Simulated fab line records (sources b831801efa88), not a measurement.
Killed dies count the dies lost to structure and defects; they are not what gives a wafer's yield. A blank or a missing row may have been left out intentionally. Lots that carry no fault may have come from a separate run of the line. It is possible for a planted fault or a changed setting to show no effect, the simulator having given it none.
A struck lot beside a sound one | flow sky130 | 40 out of 708 route steps
Sound: wafers L656.3, L656.4, L656.5. Struck: wafers L671.1, L671.3, L671.4. The cause is given at the end.
Each step with rows lists, per side, the tool, then ch with its chambers, then its first start. Under that, the readings that differ: sound wafers | struck wafers | difference of the means | sigmas: that difference in standard deviations of wafers without a fault.
alike: a reading whose means differ by less than 2 such deviations, as well as words and numbers matching on both sides. not compared: withheld readings; readings where some wafer has no value; bounds like >300 that might hide an equal value; numbers whose values overlap and for which the record gives no deviation.
The two part at a step that has a row with sigmas, a row that says differs or no value, or rows on one side only. Non-overlapping numbers with no deviation appear without sigmas and do not part them. Lack of a reading on every wafer of one side parts them only where that side has two or more wafers.

SKY_POLY_GATE_ETCH_15: etches BARC in N2/H2, stops on SiO2, time 118.5 s, target depth 110 nm.
  sound on rieDiel-01 ch 2,3, day 16 04:08; struck on rieDiel-01 ch 0,1,2, day 21 15:30
  alike: biasW, chamberPressureMTorr, drypumpMotorCurrentA, oesProductAu, throttleValvePct
  not compared: rfHoursCounterH
SKY_POLY_GATE_ETCH_16: etches Si3N4 in CH3F/O2, stops on poly-Si, time 147.5 s, target depth 75 nm.
  sound on rieDiel-01 ch 2,3, day 16 04:13; struck on rieDiel-01 ch 0,1,2, day 21 15:35
  alike: biasW, chamberPressureMTorr, drypumpMotorCurrentA, oesProductAu, throttleValvePct
  not compared: rfHoursCounterH
SKY_POLY_GATE_ETCH_17: etches poly-Si in HBr/Cl2, stops on SiO2, target depth 180 nm, time 70.5 s.
  sound on rieSi-01 ch 0,1,2, day 16 04:19; struck on rieSi-02 ch 0,1,3, day 21 15:41
  alike: biasW, chamberPressureMTorr, drypumpMotorCurrentA, oesProductAu, throttleValvePct
  not compared: rfHoursCounterH
then, 3 steps without rows for these wafers: SKY_POLY_GATE_STRIP_18 (strips in O2/N2); SKY_POLY_GATE_CLEAN_19 (cleans in SC1/SC2, time 150 s); SKY_POLY_GATE_OXIDATION_20 (stabilise 600 s, purge 300 s, target thk 4 nm).
SKY_POLY_GATE_THK_MEAS_21:
  struck on filmMetro-03, day 21 17:08; sound on filmMetro-04, day 16 07:22
  alike: POLY_GATE_OXIDATION_THK
SKY_POLY_GATE_CD_MEAS_22:
  struck on cdSem-01, day 21 17:11; sound on cdSem-02, day 16 07:28
  alike: cdNm
then, 4 steps without rows for these wafers: SKY_LDD_N_DEHYDRATE_00 (time 60 s); SKY_LDD_N_HMDS_01 (prime time 60 s); SKY_LDD_N_COAT_02 (resist thk 300 nm); SKY_LDD_N_SOFTBAKE_03 (time 60 s).
SKY_LDD_N_EXPOSE_04: exposes mask NTM, target cd 840 nm.
  sound on ilineStepper-01 ch 0, day 16 21:18; struck on ilineStepper-02 ch 0, day 22 08:32
reading | sound             | struck               | difference | sigmas
mask    | NTM#0 NTM#0 NTM#0 | PSDM#0 PSDM#0 PSDM#0 | differs    | 
then, 2 steps without rows for these wafers: SKY_LDD_N_PEB_05; SKY_LDD_N_DEVELOP_06 (develop time 60 s).
SKY_LDD_N_OVL_MEAS_07:
  struck on overlay-01, day 22 23:56; sound on overlay-02, day 17 11:35
reading        | sound        | struck | difference                    | sigmas
LDD_N_OVL (nm) | 0.9 -0.7 3.4 | - - -  | no value on the struck wafers | 
then, 8 steps without rows for these wafers: SKY_LDD_N_IMPLANT_08; SKY_LDD_N_IMPLANT_09; SKY_LDD_N_IMPLANT_10; SKY_LDD_N_IMPLANT_11; SKY_LDD_N_IMPLANT_12; SKY_LDD_N_IMPLANT_13; SKY_LDD_N_IMPLANT_14; SKY_LDD_N_IMPLANT_15.
SKY_LDD_N_STRIP_16: strips in O2/N2.
  sound on plasmaAsher-01 ch 0,1, day 17 12:51; struck on plasmaAsher-03 ch 0,1, day 23 01:11
  alike: chamberPressureMTorr, drypumpMotorCurrentA, oesProductAu, stripTimeToEndpointS
  not compared: rfHoursCounterH
SKY_LDD_N_TW_MEAS_17:
  struck on filmMetro-02, day 23 01:17; sound on filmMetro-01, day 17 12:56
reading  | sound          | struck   | difference | sigmas
LDD_N_TW | 2632 2622 2625 | 30 30 30 | -2596      | -96
then, 7 steps without rows for these wafers: SKY_LDD_P_DEHYDRATE_00 (time 60 s); SKY_LDD_P_HMDS_01 (prime time 60 s); SKY_LDD_P_COAT_02 (resist thk 1140 nm); SKY_LDD_P_SOFTBAKE_03 (time 60 s); SKY_LDD_P_EXPOSE_04 (exposes mask PSDM, target cd 380 nm); SKY_LDD_P_PEB_05; SKY_LDD_P_DEVELOP_06 (develop time 60 s).
SKY_LDD_P_CD_MEAS_07 targets a cd of 380 nm.
  struck on cdSem-01, day 24 06:50; sound on cdSem-01, day 18 18:58
reading   | sound             | struck            | difference | sigmas
cdNm (nm) | 377.1 378.1 378.7 | 383.5 384.1 382.7 | +5.5       | +2
SKY_LDD_P_OVL_MEAS_08:
  struck on overlay-02, day 24 06:57; sound on overlay-01, day 18 19:04
  alike: LDD_P_OVL
then, 1 step without rows for these wafers: SKY_LDD_P_IMPLANT_09.
SKY_LDD_P_STRIP_10: strips in O2/N2.
  sound on plasmaAsher-02 ch 0,1, day 18 19:16; struck on plasmaAsher-03 ch 0,1, day 24 07:08
reading                  | sound       | struck      | difference | sigmas
drypumpMotorCurrentA (A) | 4.8 5.1 4.8 | 6.5 6.5 6.7 | +1.7       | +2
  alike: chamberPressureMTorr, oesProductAu, stripTimeToEndpointS
  not compared: rfHoursCounterH
SKY_LDD_P_TW_MEAS_11:
  struck on filmMetro-02, day 24 07:14; sound on filmMetro-03, day 18 19:21
reading  | sound       | struck         | difference | sigmas
LDD_P_TW | 629 629 629 | 2591 2596 2596 | +1965      | +99 or more
then, 1 step without rows for these wafers: SKY_LDD_HVN_DEHYDRATE_00 (time 60 s).
-- here the record skips 25 days between the struck wafers' starts before and after, leaving off in module LDD_HVN and picking up in module PAD_OPEN (first step shown: number 708 of the route) --
SKY_PAD_OPEN_PROBE_99:
  record: rows for the struck wafers here (prober-02, day 49 06:44), none for the sound ones

WHERE THEY PART
At SKY_LDD_N_EXPOSE_04 first; at SKY_PAD_OPEN_PROBE_99 last (within this record only).

WHY: whatever the simulator had introduced
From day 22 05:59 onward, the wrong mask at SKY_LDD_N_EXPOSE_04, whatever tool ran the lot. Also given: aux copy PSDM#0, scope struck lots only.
